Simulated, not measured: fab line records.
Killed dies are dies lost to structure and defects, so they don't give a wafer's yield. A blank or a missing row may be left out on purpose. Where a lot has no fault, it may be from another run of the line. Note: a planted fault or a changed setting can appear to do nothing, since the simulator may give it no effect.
fab line records	flow sky130
[record] lots = 6	wafers = 16	lastDay = 50
route steps=708 shown LI_CONTACT@371
lots that met no fault: taken from a fault-free run of the same line
startH: hours from the record's opening day to when the first of the lot's shown wafers began	waitH: hours from the lot's prior step to this one	" the same as in the row above	L1.1+2: several wafers, shown together as one row	- either no value or no given start	* or withheld: withheld	< > ~ a bound
route shown NAME@n: a module of which the file shows steps, and the number in the route of the first	usual: the fault-free wafers' mean and standard deviation	same: alike in all rows	chamber/n: place in a boat	sites: the reading at each site	_std_site: how widely they spread, as a standard deviation	_edge_site: mean of outer sites minus mean of inner sites	radiusMm: how far each site lies from the wafer's centre	mask NAME#n: copy n	behind: the last tool/chamber to shape the wafer	hold: the reason the lot was held/the length of the hold in hours/how it ended	device: names the non-switching transistor (n, p or np)	end of line: tests run on the same wafers once the route is complete	where a step has no rows: the recipe by itself	killed: at the first sort, the dies lost to defects and structure; wafer yield is something else	map: shows each die of a wafer: x if killed, . if not, _ if none is there
set.NAME: setting as actually run; set.NAME@STEP: the setting as run at that earlier step	model.NAME: the simulator's own value behind a step, which no gauge read
certain route steps with their lots: each step a table, each wafer a row
services: a tool's chamber out of use, with start hour (startH, from the record's first day; less than 0 if before it), hours out, and reason
[[steps]]
[step SKY_LI_CONTACT_EXPOSE_09]
[recipe] maskId = LICM1	na = 0.8	sourceShape = annular	sigmaInner = 0.55	sigmaOuter = 0.85	targetCdNm = 170	doseMj = 38
[step SKY_LI_CONTACT_PEB_10]
[recipe] pebTempC = withheld	pebTimeS = withheld	resist = KrF-thick
[step SKY_LI_CONTACT_DEVELOP_11]
[recipe] developTimeS = 60	resist = KrF-thick	devTempC = 21
[step SKY_LI_CONTACT_CD_MEAS_12]
[recipe] targetCdNm = 170
[usual] cdNm = 170.1/1.6
lot.wafer	tool	chamber	startH	waitH	cdNm
L341.3	cdSem-01	-	700.39	-	168.2
L341.4	"	-	"	"	166.8
L341.5	"	-	"	"	167.7
L344.1	cdSem-01	-	739.09	-	169.2
L344.4	"	-	"	"	167.9
L348.1	cdSem-01	-	747.94	-	168.8
L348.4	"	-	"	"	167.7
L359.1	cdSem-02	-	827.49	-	172.0
L359.2	"	-	"	"	171.0
L359.5	"	-	"	"	171.3
L360.2	cdSem-01	-	832.17	-	169.0
L360.3	"	-	"	"	169.0
L360.4	"	-	"	"	169.3
L362.2	cdSem-01	-	846.89	-	170.0
L362.3	"	-	"	"	167.9
L362.6	"	-	"	"	169.5
[step SKY_LI_CONTACT_OVL_MEAS_13]
[usual] LI_CONTACT_OVL = 0/5.3
lot.wafer	tool	chamber	startH	waitH	LI_CONTACT_OVL[nm]
L341.3	overlay-01	-	700.48	0.1	5
L341.4	"	-	"	"	-8
L341.5	"	-	"	"	-1
L344.1	overlay-01	-	739.21	0.1	-2
L344.4	"	-	"	"	3
L348.1	overlay-02	-	748.06	0.1	9
L348.4	"	-	"	"	-11
L359.1	overlay-02	-	827.61	0.1	-5
L359.2	"	-	"	"	3
L359.5	"	-	"	"	3
L360.2	overlay-01	-	832.27	0.1	0
L360.3	"	-	"	"	1
L360.4	"	-	"	"	1
L362.2	overlay-01	-	847.00	0.1	6
L362.3	"	-	"	"	-2
L362.6	"	-	"	"	9
[step SKY_LI_CONTACT_ETCH_14]
[recipe] chemistry = N2/H2	target = BARC	ionEnergyEv = 200	sourceW = 500	biasW = 100	pressureMtorr = 30	n2FlowSccm = 100	h2FlowSccm = 200	stopOn = SiO2	timeS = 45.9	targetDepthA = 600
[usual] drypumpMotorCurrentA = 5.6/0.54	n2FlowSccm = 99.98/0.29	oesProductAu = 0.855/0.0047	throttleValvePct = 13.225/0.0092
lot.wafer	tool	chamber	startH	waitH	drypumpMotorCurrentA	n2FlowSccm	oesProductAu	rfHoursCounterH	throttleValvePct
L341.3	rieDiel-03	1	700.50	0.0	5.4	99.53	0.859	34	13.216
L341.4	"	0	"	"	4.7	99.77	0.854	7	13.218
L341.5	"	2	"	"	4.9	100.20	0.852	-	13.221
L344.1	rieDiel-04	2	739.24	0.0	5.9	99.45	0.866	8	13.229
L344.4	"	1	"	"	6.2	99.83	0.853	9	13.232
L348.1	rieDiel-01	2	748.09	0.0	5.7	99.76	0.857	4	13.230
L348.4	"	1	"	"	5.4	100.25	0.858	8	13.237
L359.1	rieDiel-03	2	827.64	0.0	5.0	100.35	0.851	25	13.211
L359.2	"	0	"	"	4.7	100.17	0.860	10	13.233
L359.5	"	2	"	"	5.0	100.02	0.856	-	13.214
L360.2	rieDiel-04	1	832.30	0.0	6.2	100.07	0.854	13	13.214
L360.3	"	2	"	"	6.0	99.88	0.859	11	13.212
L360.4	"	0	"	"	6.3	99.82	0.853	1	13.224
L362.2	rieDiel-03	3	847.03	0.0	6.4	99.90	0.852	13	13.214
L362.3	"	0	"	"	4.7	99.68	0.858	11	13.222
L362.6	"	2	"	"	4.9	100.00	0.859	-	13.219
[step SKY_LI_CONTACT_ETCH_15]
[recipe] target = PSG	chemistry = C4F8/O2/Ar	stopOn = Si	taperDeg = 4.15	maskMaterial = KrF-thick	sourceW = 1500	biasW = 1200	pressureMtorr = 40	c4f8FlowSccm = withheld	O2_flow_sccm = 6	Ar_flow_sccm = 300	timeS = withheld	targetDepthA = 6000
[usual] oesProductAu = 0.838/0.0049
lot.wafer	tool	chamber	startH	waitH	oesProductAu
L341.3	rieDiel-03	1	700.55	0.0	0.837
L341.4	"	0	"	"	0.835
L341.5	"	2	"	"	0.840
L344.1	rieDiel-04	2	739.29	0.0	0.834
L344.4	"	1	"	"	0.842
L348.1	rieDiel-01	2	748.14	0.0	0.838
L348.4	"	1	"	"	0.837
L359.1	rieDiel-03	2	827.69	0.0	0.837
L359.2	"	0	"	"	0.834
L359.5	"	2	"	"	0.841
L360.2	rieDiel-04	1	832.35	0.0	0.830
L360.3	"	2	"	"	0.841
L360.4	"	0	"	"	0.831
L362.2	rieDiel-03	3	847.07	0.0	0.836
L362.3	"	0	"	"	0.832
L362.6	"	2	"	"	0.835
[step SKY_LI_CONTACT_STRIP_16]
[recipe] chemistry = O2/N2	powerW = 1400	pressureMtorr = 1500	platenTempC = withheld	o2FlowSccm = 3000	n2FlowSccm = 300	overashFraction = 0.5
[usual] drypumpMotorCurrentA = 5.7/0.34	n2FlowSccm = 300.2/0.92	oesProductAu = 0.375/0.0045	stripTimeToEndpointS = 3.486/0.025
lot.wafer	tool	chamber	startH	waitH	drypumpMotorCurrentA	n2FlowSccm	oesProductAu	rfHoursCounterH	stripTimeToEndpointS
L341.3	plasmaAsher-04	0	700.66	-	6.2	299.2	0.378	-	3.489
L341.4	"	1	"	"	5.7	299.1	0.378	-	3.508
L341.5	"	0	"	"	6.2	299.4	0.375	-	3.490
L344.1	plasmaAsher-01	0	739.37	-	5.1	301.6	0.370	33	3.486
L344.4	"	1	"	"	5.6	301.1	0.372	-	3.485
L348.1	plasmaAsher-04	1	748.22	-	5.6	299.6	0.375	87	3.507
L348.4	"	0	"	"	6.1	300.2	0.367	-	3.485
L359.1	plasmaAsher-04	1	827.77	-	5.6	301.1	0.371	96	3.473
L359.2	"	0	"	"	6.2	301.3	0.370	96	3.493
L359.5	"	1	"	"	5.6	301.3	0.380	-	3.488
L360.2	plasmaAsher-04	1	832.43	-	5.6	300.6	0.376	96	3.471
L360.3	"	0	"	"	6.1	300.4	0.367	-	3.505
L360.4	"	1	"	"	5.7	299.7	0.372	-	3.513
L362.2	plasmaAsher-04	0	847.15	-	6.1	298.8	0.373	97	3.478
L362.3	"	1	"	"	5.7	298.4	0.382	-	3.474
L362.6	"	0	"	"	6.2	298.4	0.378	-	3.485
[step SKY_LI_CONTACT_CLEAN_17]
[recipe] chemistry = NMP	timeS = 600	tempC = 60	dry = n2Spin
[step SKY_LI_CONTACT_PRE_CLEAN_18]
[recipe] gas = Ar	timeS = 5.6	biasV = 358
[step SKY_LI_CONTACT_SPUTTER_19]
[recipe] material = Ti	targetThkNm = 20	chamberPressurePa = 5	powerW = 2500	substrateTempC = 200	timeS = 106.37
[usual] throttleValvePct = 30.2/0.66
lot.wafer	tool	chamber	startH	waitH	throttleValvePct
L341.3	pvdSputter-01	-	700.93	0.0	31.2
L341.4	"	-	"	"	28.8
L341.5	"	-	"	"	29.7
L344.1	pvdSputter-01	-	739.67	0.0	31.0
L344.4	"	-	"	"	30.5
L348.1	pvdSputter-03	-	748.52	0.0	30.7
L348.4	"	-	"	"	30.8
L359.1	pvdSputter-04	-	828.07	0.0	31.1
L359.2	"	-	"	"	28.7
L359.5	"	-	"	"	30.2
L360.2	pvdSputter-03	-	832.73	0.0	30.3
L360.3	"	-	"	"	30.6
L360.4	"	-	"	"	30.6
L362.2	pvdSputter-03	-	847.45	0.0	30.7
L362.3	"	-	"	"	30.3
L362.6	"	-	"	"	30.9
[step SKY_LI_CONTACT_SPUTTER_20]
[recipe] material = TiN	targetThkNm = 20	chamberPressurePa = 5	powerW = 4000	timeS = 80
[step SKY_LI_CONTACT_CVD_21]
[recipe] material = W	targetThkNm = 400	timeS = 120.56	tempC = 400	pressureTorr = 40
[usual] chamberPressureTorr = 39.97/0.09	heaterPowerOuterW = 522/42	heaterPowerW = 840/66
lot.wafer	tool	chamber	startH	waitH	chamberPressureTorr	heaterPowerOuterW	heaterPowerW	model.W_of_LI_CONTACT_CVD_21.thkNm
L341.3	cvdW-02	0	701.10	0.1	39.91	575	900	402.2
L341.4	"	1	"	"	40.06	503	876	403
L341.5	"	0	"	"	39.88	564	896	402.2
L344.1	cvdW-01	0	739.80	0.0	40.04	550	846	395.3
L344.4	"	1	"	"	40.04	467	748	415.4
L348.1	cvdW-01	1	748.65	0.0	39.88	456	737	392.4
L348.4	"	1	"	"	40.01	455	739	417.3
L359.1	cvdW-02	1	828.20	0.0	40.05	525	939	398.3
L359.2	"	0	"	"	40.06	571	894	401.9
L359.5	"	1	"	"	40.00	521	902	398.2
L360.2	cvdW-01	1	832.86	0.0	39.92	466	756	394
L360.3	"	0	"	"	39.99	552	867	398
L360.4	"	1	"	"	39.91	460	778	396.2
L362.2	cvdW-02	1	847.59	0.0	40.01	528	923	400.3
L362.3	"	1	"	"	39.95	543	915	400.7
L362.6	"	1	"	"	40.07	538	921	399.5
[step SKY_LI_CONTACT_RS_MEAS_22]
[recipe] thkMeasGauge = four-point-probe	reads = W_of_LI_CONTACT_CVD_21+TiN_of_LI_CONTACT_SPUTTER_20+Ti_of_LI_CONTACT_SPUTTER_19
[usual] LI_CONTACT_W_RS = 0.2871/0.0026
lot.wafer	tool	chamber	startH	waitH	LI_CONTACT_W_RS[ohm/sq]
L341.3	filmMetro-03	-	701.23	0.1	0.2837
L341.4	"	-	"	"	0.2832
L341.5	"	-	"	"	0.2832
L344.1	filmMetro-01	-	739.93	0.1	0.2871
L344.4	"	-	"	"	0.2734
L348.1	filmMetro-04	-	748.78	0.1	0.2898
L348.4	"	-	"	"	0.2727
L359.1	filmMetro-03	-	828.33	0.1	0.2860
L359.2	"	-	"	"	0.2837
L359.5	"	-	"	"	0.2862
L360.2	filmMetro-03	-	833.01	0.1	0.2891
L360.3	"	-	"	"	0.2864
L360.4	"	-	"	"	0.2872
L362.2	filmMetro-04	-	847.73	0.1	0.2843
L362.3	"	-	"	"	0.2836
L362.6	"	-	"	"	0.2847
[step SKY_LI_CONTACT_THK_MEAS_23]
[recipe] thkMeasGauge = xrf	reads = W_of_LI_CONTACT_CVD_21
[usual] LI_CONTACT_W_THK = 403/6.2
lot.wafer	tool	chamber	startH	waitH	LI_CONTACT_W_THK[nm]
L341.3	filmMetro-03	-	701.33	0.1	414
L341.4	"	-	"	"	412
L341.5	"	-	"	"	414
L344.1	filmMetro-01	-	740.05	0.1	397
L344.4	"	-	"	"	416
L348.1	filmMetro-04	-	748.90	0.1	403
L348.4	"	-	"	"	430
L359.1	filmMetro-03	-	828.45	0.1	407
L359.2	"	-	"	"	408
L359.5	"	-	"	"	404
L360.2	filmMetro-03	-	833.12	0.1	401
L360.3	"	-	"	"	404
L360.4	"	-	"	"	404
L362.2	filmMetro-04	-	847.84	0.1	412
L362.3	"	-	"	"	408
L362.6	"	-	"	"	409
[step SKY_LI_CONTACT_CMP_24]
[recipe] stopOn = PSG	tOverpolishS = 20	downForcePsi = 3.5	platenRpm = 60	targetThkNm = 0	padVelocityMS = 0.94248
[usual] motorCurrentA = 11.0/0.99	overpolishRunS = 20.000/0.0092	platenRpm = 60.00/0.038	timeToEndpointS = 94/3.7
lot.wafer	tool	chamber	startH	waitH	motorCurrentA	overpolishRunS	platenRpm	timeToEndpointS
L341.3	cmp-01	0	701.47	0.1	11.4	19.990	60.07	94
L341.4	"	1	"	"	10.5	19.992	59.97	98
L341.5	"	3	"	"	9.3	19.997	60.08	99
L344.4	cmp-02	3	740.16	0.1	10.7	19.974	60.08	102
L344.1	"	1	"	"	11.3	19.986	59.99	99
L348.1	cmp-02	2	748.96	0.1	11.6	20.018	60.00	97
L348.4	"	0	"	"	11.6	19.996	59.94	102
L359.2	cmp-02	2	828.51	0.0	11.5	20.011	60.02	97
L359.1	"	0	"	"	11.7	20.001	60.02	95
L359.5	"	2	"	"	11.8	20.001	59.97	95
L360.3	cmp-01	3	833.17	0.0	9.4	20.019	59.96	91
L360.2	"	1	"	"	10.6	20.001	60.01	90
L360.4	"	2	"	"	12.1	19.987	59.95	94
L362.3	cmp-02	2	847.94	0.1	10.7	20.020	59.95	94
L362.2	"	0	"	"	12.3	20.002	60.00	102
L362.6	"	2	"	"	12.1	20.000	59.93	100
[[services]]
tool	chamber	startH	hours	kind
cvdW-01	-	683.55	14.6	pm
rieDiel-04	1	693.39	6.8	repair
plasmaAsher-04	-	698.60	1.9	repair
cvdW-01	-	700.39	6.9	pm
cmp-02	-	701.28	0.3	repair
pvdSputter-03	-	705.14	1.5	repair
cvdW-01	1	707.48	3.2	repair
rieDiel-04	-	708.68	0.3	repair
cvdW-01	0	728.48	1.9	repair
cvdW-02	1	731.05	10.9	repair
rieDiel-04	1	732.00	4.7	repair
pvdSputter-03	-	736.49	4.8	repair
plasmaAsher-04	-	739.16	1.3	repair
cmp-02	-	743.57	1.6	repair
cvdW-02	-	755.01	0.9	repair
rieDiel-03	-	771.29	2.8	pm
cvdW-01	-	774.71	8.2	repair
cmp-02	-	786.64	30.2	repair
rieDiel-03	0	790.85	2.9	repair
cmp-02	-	804.44	1.9	repair
cmp-02	-	815.79	3.2	repair
plasmaAsher-04	-	817.59	1.6	repair
rieDiel-03	1	836.31	4.3	repair
plasmaAsher-04	-	839.36	3.5	repair
[[key]]
[firstSign] step = SKY_LI_CONTACT_RS_MEAS_22	reading = LI_CONTACT_W_RS	direction = down	sigmas = 5.3	usual = 0.2871	struck = 0.2731
[effect] step = SKY_LI_CONTACT_THK_MEAS_23	reading = LI_CONTACT_W_THK	direction = up	sigmas = 3.2	usual = 403	struck = 423
[modelEffect] step = SKY_LI_CONTACT_CVD_21	value = W_of_LI_CONTACT_CVD_21.thkNm	without = 397.7	struck = 416.4
metAt SKY_LI_CONTACT_CVD_21
struckWafers L344.4,L348.4
testerLeftOut L344,L348
[fault] kind = processParameterDrift	tool = cvdW-01	chamber = -	onsetH = 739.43	steps = SKY_LI_CONTACT_CVD_21	channel = targetThkNm	offset = 18.771	shape = step	endH = 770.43	scope = struckWafersOnly	actsIn = theseRecipesOnly	stated = 400
// testerLeftOut: of these lots the tester's yield and bins aren't shown, on N5 and GAA mostly nor the transistor test; their killed dies are dies lost to structure and defects alone, not to doping, threshold or leakage, so they don't give the yield
